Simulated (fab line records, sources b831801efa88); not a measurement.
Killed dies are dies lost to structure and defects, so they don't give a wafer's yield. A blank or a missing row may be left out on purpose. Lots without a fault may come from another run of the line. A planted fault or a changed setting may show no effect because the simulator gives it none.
Split-lot trial || flow sfqLine || route with 325 steps; 5 lots, 23 wafers read

ON THE SPLIT
At SFQ_TRILAYER_I3_VIA_BARC_OPEN_VIA_ETCH_121 (etches BARC in O2, target depth 125 nm, time 41.7 s), the setting timeS was moved away from the recipe's 41.7 s on 7 of the 23 wafers read, by -14.7% to -8.0%. All remaining wafers had this setting at the recipe value.

Reading taken at the split's own step.

THE READING
oesProductAu, in a.u., at SFQ_TRILAYER_I3_VIA_BARC_OPEN_VIA_ETCH_121 (etches BARC in O2, target depth 125 nm, time 41.7 s). Fault-free wafers of this fab line usually give 0.685 a.u., standard deviation 0.0047 a.u.

{"wafer": "L074.4", "tool, chamber at the split": "rieDiel-03, 1", "timeS as run, s": 41.7, "against the recipe": "recipe", "oesProductAu, a.u.": 0.687, "against lot-mates on the recipe": "-"}
{"wafer": "L074.5", "tool, chamber at the split": "rieDiel-03, 2", "timeS as run, s": 41.7, "against the recipe": "recipe", "oesProductAu, a.u.": 0.699, "against lot-mates on the recipe": "-"}
{"wafer": "L074.6", "tool, chamber at the split": "rieDiel-03, 0", "timeS as run, s": 41.7, "against the recipe": "recipe", "oesProductAu, a.u.": 0.682, "against lot-mates on the recipe": "-"}
{"wafer": "L077.1", "tool, chamber at the split": "rieDiel-02, 3", "timeS as run, s": 38.37, "against the recipe": "-8.0%", "oesProductAu, a.u.": 0.708, "against lot-mates on the recipe": "+0.022"}
{"wafer": "L077.3", "tool, chamber at the split": "rieDiel-02, 2", "timeS as run, s": 38.37, "against the recipe": "-8.0%", "oesProductAu, a.u.": 0.709, "against lot-mates on the recipe": "+0.023"}
{"wafer": "L077.4", "tool, chamber at the split": "rieDiel-02, 3", "timeS as run, s": 41.7, "against the recipe": "recipe", "oesProductAu, a.u.": 0.685, "against lot-mates on the recipe": "-"}
{"wafer": "L077.5", "tool, chamber at the split": "rieDiel-02, 0", "timeS as run, s": 38.37, "against the recipe": "-8.0%", "oesProductAu, a.u.": 0.708, "against lot-mates on the recipe": "+0.022"}
{"wafer": "L077.6", "tool, chamber at the split": "rieDiel-02, 2", "timeS as run, s": 41.7, "against the recipe": "recipe", "oesProductAu, a.u.": 0.686, "against lot-mates on the recipe": "-"}
{"wafer": "L081.1", "tool, chamber at the split": "rieDiel-04, 3", "timeS as run, s": 35.57, "against the recipe": "-14.7%", "oesProductAu, a.u.": 0.746, "against lot-mates on the recipe": "+0.066"}
{"wafer": "L081.2", "tool, chamber at the split": "rieDiel-04, 1", "timeS as run, s": 41.7, "against the recipe": "recipe", "oesProductAu, a.u.": 0.674, "against lot-mates on the recipe": "-"}
{"wafer": "L081.3", "tool, chamber at the split": "rieDiel-04, 0", "timeS as run, s": 41.7, "against the recipe": "recipe", "oesProductAu, a.u.": 0.686, "against lot-mates on the recipe": "-"}
{"wafer": "L081.4", "tool, chamber at the split": "rieDiel-04, 1", "timeS as run, s": 35.57, "against the recipe": "-14.7%", "oesProductAu, a.u.": 0.738, "against lot-mates on the recipe": "+0.058"}
{"wafer": "L081.6", "tool, chamber at the split": "rieDiel-04, 0", "timeS as run, s": 41.7, "against the recipe": "recipe", "oesProductAu, a.u.": 0.680, "against lot-mates on the recipe": "-"}
{"wafer": "L084.1", "tool, chamber at the split": "rieDiel-04, 0", "timeS as run, s": 41.7, "against the recipe": "recipe", "oesProductAu, a.u.": 0.696, "against lot-mates on the recipe": "-"}
{"wafer": "L084.2", "tool, chamber at the split": "rieDiel-04, 3", "timeS as run, s": 41.7, "against the recipe": "recipe", "oesProductAu, a.u.": 0.685, "against lot-mates on the recipe": "-"}
{"wafer": "L084.3", "tool, chamber at the split": "rieDiel-04, 2", "timeS as run, s": 41.7, "against the recipe": "recipe", "oesProductAu, a.u.": 0.691, "against lot-mates on the recipe": "-"}
{"wafer": "L084.5", "tool, chamber at the split": "rieDiel-04, 3", "timeS as run, s": 41.7, "against the recipe": "recipe", "oesProductAu, a.u.": 0.693, "against lot-mates on the recipe": "-"}
{"wafer": "L084.6", "tool, chamber at the split": "rieDiel-04, 0", "timeS as run, s": 41.7, "against the recipe": "recipe", "oesProductAu, a.u.": 0.685, "against lot-mates on the recipe": "-"}
{"wafer": "L085.1", "tool, chamber at the split": "rieDiel-04, 2", "timeS as run, s": 37.74, "against the recipe": "-9.5%", "oesProductAu, a.u.": 0.716, "against lot-mates on the recipe": "+0.031"}
{"wafer": "L085.2", "tool, chamber at the split": "rieDiel-04, 0", "timeS as run, s": 41.7, "against the recipe": "recipe", "oesProductAu, a.u.": 0.688, "against lot-mates on the recipe": "-"}
{"wafer": "L085.3", "tool, chamber at the split": "rieDiel-04, 3", "timeS as run, s": 37.74, "against the recipe": "-9.5%", "oesProductAu, a.u.": 0.721, "against lot-mates on the recipe": "+0.036"}
{"wafer": "L085.5", "tool, chamber at the split": "rieDiel-04, 2", "timeS as run, s": 41.7, "against the recipe": "recipe", "oesProductAu, a.u.": 0.676, "against lot-mates on the recipe": "-"}
{"wafer": "L085.6", "tool, chamber at the split": "rieDiel-04, 3", "timeS as run, s": 41.7, "against the recipe": "recipe", "oesProductAu, a.u.": 0.692, "against lot-mates on the recipe": "-"}

FIT RESULTS
A straight line over all 23 wafers: oesProductAu changes by -0.00348 a.u. for each +1% of timeS; r = -0.94; the points scatter about the line by 0.0064 a.u.
The same after taking each lot's own level away (the mean of its wafers on the recipe; 23 wafers): -0.00379 a.u. for each +1%; r = -0.96; scatter 0.006 a.u.
Per that fit: largest timeS move, reading shift of 0.056 a.u.
Across the lots, their own levels run from 0.6800 to 0.6900 a.u., a range of 2.1 times the standard deviation given above.
The two slopes are in agreement: the lot-to-lot level therefore moves the slope only a little.
Check: +0.0509 a.u. against its lot-mates is what the line predicts for one of the wafers moved furthest among these (-14.7%) when that wafer is left out of the fit. Against them it came out at +0.066 a.u.
Tool readings at the split's step, against how far the setting was moved: oesProductAu r = -0.94.

OTHER SPLITS ON THESE WAFERS
Note: prior to the reading, these wafers also went through further splits. Each is held against what the fit with the lots' levels taken away leaves over:
{"other split on the same wafers": "SFQ_TRILAYER_M2_LITHO_PEB_060 pebTimeS", "wafers away from the commonest value": 11, "r with oesProductAu (lot level and that fit taken away)": "+0.17"}
{"other split on the same wafers": "SFQ_TRILAYER_M3_DEP_SPUTTER_073 powerW", "wafers away from the commonest value": 6, "r with oesProductAu (lot level and that fit taken away)": -0.20}
{"other split on the same wafers": "SFQ_TRILAYER_M3_ETCH_METAL_ETCH_078 timeS", "wafers away from the commonest value": 8, "r with oesProductAu (lot level and that fit taken away)": "+0.11"}
{"other split on the same wafers": "SFQ_TRILAYER_I3_VIA_LITHO_PEB_088 pebTempC", "wafers away from the commonest value": 7, "r with oesProductAu (lot level and that fit taken away)": -0.20}

THE WHOLE CHAIN: every reading that the file lists as answering this split, in the file's order
{"step": "SFQ_TRILAYER_I3_VIA_BARC_OPEN_VIA_ETCH_121", "what it does": "etches BARC in O2, target depth 125 nm, time 41.7 s", "reading": "oesProductAu", "change (the file's fit)": "-0.00383 a.u. for each +1% of the setting", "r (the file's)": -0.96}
{"step": "SFQ_TRILAYER_I3_VIA_BARC_OPEN_VIA_ETCH_121", "what it does": "etches BARC in O2, target depth 125 nm, time 41.7 s", "reading": "KrF_of_TRILAYER_I3_VIA_LITHO_COAT_085.thkNm (the simulator's own value, which no gauge read)", "change (the file's fit)": "-0.583 nm for each +1% of the setting", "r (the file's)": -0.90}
{"step": "SFQ_TRILAYER_I3_VIA_ETCH_VIA_ETCH_088", "what it does": "etches SiO2 in CHF3, stops on Nb, target depth 260 nm", "reading": "KrF_of_TRILAYER_I3_VIA_LITHO_COAT_085.thkNm (the simulator's own value, which no gauge read)", "change (the file's fit)": "-0.568 nm for each +1% of the setting", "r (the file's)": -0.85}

FILE'S OWN FIT
oesProductAu changes by -0.00383 a.u. for each +1% of timeS, r = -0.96.
